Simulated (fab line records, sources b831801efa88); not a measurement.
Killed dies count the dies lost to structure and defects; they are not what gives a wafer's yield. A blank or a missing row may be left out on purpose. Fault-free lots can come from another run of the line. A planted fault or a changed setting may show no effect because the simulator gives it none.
A struck lot beside a sound one	flow sky130	45 out of 708 route steps
Sound: the wafers L504.2, L504.3, L504.6. Struck: wafer L518.5 (left out: L518.1, a lot-mate that was not struck); the cause follows at the end.
At each step with rows: each side's tool, then ch and its chambers, then its first start. Under that, the readings that differ: sound wafers	struck wafers	difference of the means	sigmas: that difference in standard deviations of wafers without a fault.
alike: words and numbers the same on both sides, and readings whose means are apart by under 2 such deviations; not compared: readings that were withheld, readings missing a value for some wafer, numbers with overlapping values and no deviation given by the record, and bounds like >300 which may hide the same value.
A row with sigmas, a row that says differs or no value, or rows on one side alone: a step with any of these is where the two part. Numbers that have no deviation but don't overlap get no sigmas and don't part them. A reading missing from all wafers of one side parts the sides only when that side holds two or more wafers.

SKY_METAL1_THK_MEAS_06: measures by xrf.
  sound on film-metro-02 at day 31 05:02; struck on film-metro-03 at day 36 01:22
  alike: METAL1_ALCU_THK
then, 8 steps without rows for these wafers: SKY_METAL1_DEHYDRATE_07 (time 60 s); SKY_METAL1_HMDS_08 (prime time 60 s); SKY_METAL1_COAT_09 (resist thk 60 nm); SKY_METAL1_COAT_10 (resist thk 450 nm); SKY_METAL1_SOFTBAKE_11 (time 90 s); SKY_METAL1_EXPOSE_12 (exposes mask MM1, target cd 140 nm); SKY_METAL1_PEB_13; SKY_METAL1_DEVELOP_14 (develop time 60 s).
SKY_METAL1_CD_MEAS_15: target cd 140 nm.
  sound on cd-sem-02 at day 32 08:23; struck on cd-sem-01 at day 37 02:46
reading	sound	struck	difference	sigmas
cd-nm (nm)	140.3 143.1 141.1	137.5	-4.0	-2
SKY_METAL1_OVL_MEAS_16:
  sound on overlay-02 at day 32 08:29; struck on overlay-01 at day 37 02:53
  alike: METAL1_OVL
SKY_METAL1_DESCUM_17: chemistry O2, time 8 s.
  sound on rie-metal-03 ch 0, day 32 08:31; struck on rie-metal-04 ch 0, day 37 02:55
reading	sound	struck	difference	sigmas
chamber-pressure-mTorr (mTorr)	9.994 10.011 10.006	9.985	-0.019	-2
  alike: drypump-motor-current-A, oes-product-au
  not compared: rf-hours-counter-h
SKY_METAL1_ETCH_18: etches BARC in N2/H2, stops on SiO2, time 45.9 s, target depth 60 nm.
  sound on rie-metal-03 ch 0, day 32 08:36; struck on rie-metal-04 ch 0, day 37 02:58
reading	sound	struck	difference	sigmas
drypump-motor-current-A (A)	4.9 4.9 4.9	6.1	+1.2	+2
model.KrF-thick_of_METAL1_COAT_10.thk-nm (nm)	393 392.3 391.7	379.4	-12.9	
model.METAL1.cd-nm (nm)	141.2 143.4 140.7	135	-7	
  alike: chamber-pressure-mTorr, h2-flow-sccm, oes-product-au, throttle-valve-pct
  not compared: rf-hours-counter-h
SKY_METAL1_METAL_ETCH_19: etches the open film in Cl2/BCl3, stops on SiO2, target depth 360 nm, time 78 s.
  sound on rie-metal-03 ch 0, day 32 08:44; struck on rie-metal-04 ch 0, day 37 03:01
reading	sound	struck	difference	sigmas
model.KrF-thick_of_METAL1_COAT_10.thk-nm (nm)	156.6 158.9 156.8	147.9	-9.5	
  alike: chamber-pressure-mTorr, drypump-motor-current-A, oes-product-au, throttle-valve-pct
  not compared: rf-hours-counter-h
then, 5 steps without rows for these wafers: SKY_METAL1_STRIP_20 (strips in O2/N2); SKY_METAL1_STRIP_21 (strips in post etch residue remover, time 1200 s); SKY_METAL1_CLEAN_22 (cleans in IPA, time 180 s); SKY_METAL1_CLEAN_23 (cleans in O3/DIW); SKY_VIA1_HDPCVD_00 (deposits SiO2, target thk 1030 nm, time 171.7 s).
SKY_VIA1_THK_MEAS_01:
  sound on film-metro-01 at day 32 09:36; struck on film-metro-01 at day 37 03:49
  alike: VIA1_HDPCVD_THK
then, 1 step without rows for these wafers: SKY_VIA1_CMP_02 (polishes SiO2).
SKY_VIA1_BOW_MEAS_03:
  sound on film-metro-04 at day 32 09:58; struck on film-metro-04 at day 37 04:10
  alike: VIA1_BOW
then, 8 steps without rows for these wafers: SKY_VIA1_DEHYDRATE_04 (time 60 s); SKY_VIA1_HMDS_05 (prime time 60 s); SKY_VIA1_COAT_06 (resist thk 60 nm); SKY_VIA1_COAT_07 (resist thk 450 nm); SKY_VIA1_SOFTBAKE_08 (time 90 s); SKY_VIA1_EXPOSE_09 (exposes mask VIM, target cd 150 nm); SKY_VIA1_PEB_10; SKY_VIA1_DEVELOP_11 (develop time 60 s).
SKY_VIA1_CD_MEAS_12: target cd 150 nm.
  sound on cd-sem-02 at day 33 12:11; struck on cd-sem-02 at day 38 05:56
  alike: cd-nm
SKY_VIA1_OVL_MEAS_13:
  sound on overlay-02 at day 33 12:17; struck on overlay-02 at day 38 06:03
  alike: VIA1_OVL
SKY_VIA1_ETCH_14: etches BARC in N2/H2, stops on SiO2, time 45.9 s, target depth 60 nm.
  sound on rie-diel-04 ch 1,3, day 33 12:19; struck on rie-diel-04 ch 0, day 38 06:05
  alike: chamber-pressure-mTorr, drypump-motor-current-A, h2-flow-sccm, oes-product-au, throttle-valve-pct
  not compared: rf-hours-counter-h
SKY_VIA1_ETCH_15: etches SiO2 in C4F8/O2/Ar, stops on TiN, target depth 351 nm, time 54 s.
  sound on rie-diel-04 ch 1,3, day 33 12:21; struck on rie-diel-04 ch 0, day 38 06:08
  alike: chamber-pressure-mTorr, oes-product-au
  not compared: rf-hours-counter-h
SKY_VIA1_STRIP_16: strips in O2/N2.
  sound on plasma-asher-02 ch 0,1, day 33 12:24; struck on plasma-asher-01 ch 1, day 38 06:11
reading	sound	struck	difference	sigmas
drypump-motor-current-A (A)	5.7 5.3 5.7	6.6	+1.0	+2
  alike: chamber-pressure-mTorr, oes-product-au, strip-time-to-endpoint-s
  not compared: rf-hours-counter-h
then, 4 steps without rows for these wafers: SKY_VIA1_STRIP_17 (strips in post etch residue remover, time 1200 s); SKY_VIA1_CLEAN_18 (cleans in IPA, time 180 s); SKY_VIA1_CLEAN_19 (cleans in O3/DIW); SKY_VIA1_SPUTTER_20 (material TiN, target thk 20 nm, time 80 s).
SKY_VIA1_CVD_21: deposits W, target thk 270 nm, time 80.902 s.
  sound on cvd-w-02 ch 0,1, day 33 13:05; struck on cvd-w-01 ch 0, day 38 06:53
  alike: heater-power-w
SKY_VIA1_RS_MEAS_22: the measuring method here is four-point-probe.
  sound on film-metro-01 at day 33 13:12; struck on film-metro-04 at day 38 06:59
  alike: VIA1_W_RS
SKY_VIA1_THK_MEAS_23: measures by xrf.
  sound on film-metro-01 at day 33 13:19; struck on film-metro-04 at day 38 07:06
  alike: VIA1_W_THK
-- the record jumps here: 2 days lie between the struck wafers' starts before and after (it left off in module VIA1 and takes up again in module VIA2, whose first step shown is number 529 of the route) --
SKY_VIA2_RS_MEAS_22: the measuring method here is four-point-probe.
  sound on film-metro-01 at day 35 21:35; struck on film-metro-03 at day 40 11:43
  alike: VIA2_W_RS
  not compared: hold
SKY_VIA2_THK_MEAS_23: measures by xrf.
  sound on film-metro-01 at day 35 21:41; struck on film-metro-03 at day 40 14:33
  alike: VIA2_W_THK
  not compared: hold
SKY_PAD_OPEN_PROBE_99:
  rows exist in the record for the sound wafers here (prober-01, day 45 07:50), none for the struck ones

## WHERE THEY PART
First at SKY_METAL1_CD_MEAS_15; last, within this record, at SKY_PAD_OPEN_PROBE_99.

WHY: the cause the simulator had injected
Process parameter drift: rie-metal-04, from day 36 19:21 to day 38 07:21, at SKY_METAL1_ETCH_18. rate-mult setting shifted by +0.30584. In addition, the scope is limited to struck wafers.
